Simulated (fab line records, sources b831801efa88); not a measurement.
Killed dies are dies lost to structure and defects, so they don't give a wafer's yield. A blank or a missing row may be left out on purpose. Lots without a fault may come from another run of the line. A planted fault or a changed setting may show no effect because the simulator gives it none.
A struck lot beside a sound one | flow sfq_line | 20 steps out of a route of 325
Sound: wafers L397.1, L397.3, L397.6. Struck: wafers L404.4, L404.6. (L404.3 of the same lot was not struck and is left out.) The cause comes at the end.
At each step with rows: each side's tool, then ch and its chambers, then its first start. Under that, the readings that differ: sound wafers | struck wafers | difference of the means | sigmas: that difference in standard deviations of wafers without a fault.
alike: readings whose means differ by less than 2 such deviations, and words and numbers that are the same on both sides. not compared: withheld readings, readings that some wafer has no value for, bounds like >300 that may hide the same value, and numbers for which the record gives no deviation and whose values overlap.
The two part at a step that has a row with sigmas, a row that says differs or no value, or rows on one side only. Numbers that don't overlap but have no deviation are shown without sigmas and don't part them. A reading that every wafer of one side lacks parts them only if that side has two wafers or more.

first, 2 steps without rows for these wafers: SFQ_TRILAYER_I6_VIA_LITHO_PEB_172 (peb time 60 s); SFQ_TRILAYER_I6_VIA_LITHO_DEVELOP_171 (time 60 s).
SFQ_I6_OVL_MEAS_942:
  sound on overlay-02, day 75 07:41; struck on overlay-01, day 76 11:29
  alike: I6_OVL
SFQ_TRILAYER_I6_VIA_BARC_OPEN_VIA_ETCH_235: etches BARC in O2, target depth 125 nm, time 41.7 s.
  sound on rie_diel-03 ch 2,3, day 75 07:44; struck on rie_diel-02 ch 0,2, day 76 11:30
  alike: drypump_motor_current_A, oes_product_au
  not compared: rf_hours_counter_h
SFQ_TRILAYER_I6_VIA_ETCH_VIA_ETCH_172: etches SiO2 in CHF3, stops on Nb, target depth 260 nm.
  sound on rie_diel-03 ch 2,3, day 75 07:46; struck on rie_diel-02 ch 0,2, day 76 11:32
  alike: drypump_motor_current_A, oes_product_au
SFQ_TRILAYER_I6_VIA_STRIP_STRIP_173: strips in O2.
  sound on rie_metal-03 ch 0,1, day 75 07:53; struck on rie_metal-02 ch 1, day 76 11:51
  alike: drypump_motor_current_A, oes_product_au
  not compared: rf_hours_counter_h
then, 2 steps without rows for these wafers: SFQ_TRILAYER_I6_VIA_STRIP_SOLV_CLEAN_174 (cleans in NMP, time 600 s); SFQ_TRILAYER_M7_DEP_PRE_CLEAN_176 (time 22.5 s).
SFQ_TRILAYER_M7_DEP_SPUTTER_175: material Nb, target thk 200 nm, time 133.3 s.
  sound on pvd_sputter-06, day 75 08:41; struck on pvd_sputter-05, day 76 12:28
  alike: cathode_dc_power_W, throttle_valve_pct
SFQ_M7_RS_MEAS_943: measures by four-point-probe.
  sound on film_metro-04, day 75 08:46; struck on film_metro-01, day 76 12:35
  alike: M7_NB_RS
then, 1 step without rows for these wafers: SFQ_TRILAYER_M7_LITHO_COAT_182 (resist thk 62 nm).
SFQ_TRILAYER_M7_LITHO_COAT_177: resist thk 600 nm.
  sound on litho_track-01 ch 0, day 75 09:15; struck on litho_track-01 ch 0, day 76 13:08
  reading                                             | sound           | struck      | difference | sigmas
  model.KrF_of_TRILAYER_M7_LITHO_COAT_177.thk_nm (nm) | 601.1 601 600.9 | 669.6 669.6 | +68.6      |
then, 4 steps without rows for these wafers: SFQ_TRILAYER_M7_LITHO_SOFTBAKE_181; SFQ_TRILAYER_M7_LITHO_EXPOSE_178 (exposes mask M7, target cd 500 nm); SFQ_TRILAYER_M7_LITHO_PEB_180 (peb time 60 s); SFQ_TRILAYER_M7_LITHO_DEVELOP_179 (time 60 s).
SFQ_M7_OVL_MEAS_945:
  sound on overlay-02, day 75 18:52; struck on overlay-01, day 77 08:38
  alike: M7_OVL
SFQ_TRILAYER_M7_BARC_OPEN_METAL_ETCH_229: etches BARC in O2, target depth 125 nm, time 41.7 s.
  sound on rie_metal-04 ch 0,1, day 75 19:19; struck on rie_metal-02 ch 0, day 77 08:40
  reading             | sound             | struck      | difference | sigmas
  model.M7.cd_nm (nm) | 499.7 499.9 498.2 | 502.9 501.7 | +3.0       |
  alike: drypump_motor_current_A, oes_product_au
  not compared: rf_hours_counter_h
SFQ_TRILAYER_M7_ETCH_METAL_ETCH_180: etches Nb in Cl2/Ar, stops on SiO2, target depth 240 nm, time 120 s.
  sound on rie_metal-04 ch 0,1, day 75 19:23; struck on rie_metal-02 ch 0, day 77 08:45
  reading                                             | sound             | struck      | difference | sigmas
  model.KrF_of_TRILAYER_M7_LITHO_COAT_177.thk_nm (nm) | 378.9 380.1 379.7 | 451.6 454.4 | +73.4      |
  alike: drypump_motor_current_A, oes_product_au
  not compared: rf_hours_counter_h
SFQ_TRILAYER_M7_STRIP_STRIP_181: strips in O2.
  sound on rie_metal-04 ch 0,1, day 75 19:30; struck on rie_metal-02 ch 0, day 77 09:02
  reading               | sound             | struck      | difference | sigmas
  oes_product_au (a.u.) | 1.010 1.013 1.013 | 0.987 0.987 | -0.025     | -3
  alike: drypump_motor_current_A
  not compared: rf_hours_counter_h

WHERE THEY PART
Only at SFQ_TRILAYER_M7_STRIP_STRIP_181, within this record.

WHY: what the simulator had put in
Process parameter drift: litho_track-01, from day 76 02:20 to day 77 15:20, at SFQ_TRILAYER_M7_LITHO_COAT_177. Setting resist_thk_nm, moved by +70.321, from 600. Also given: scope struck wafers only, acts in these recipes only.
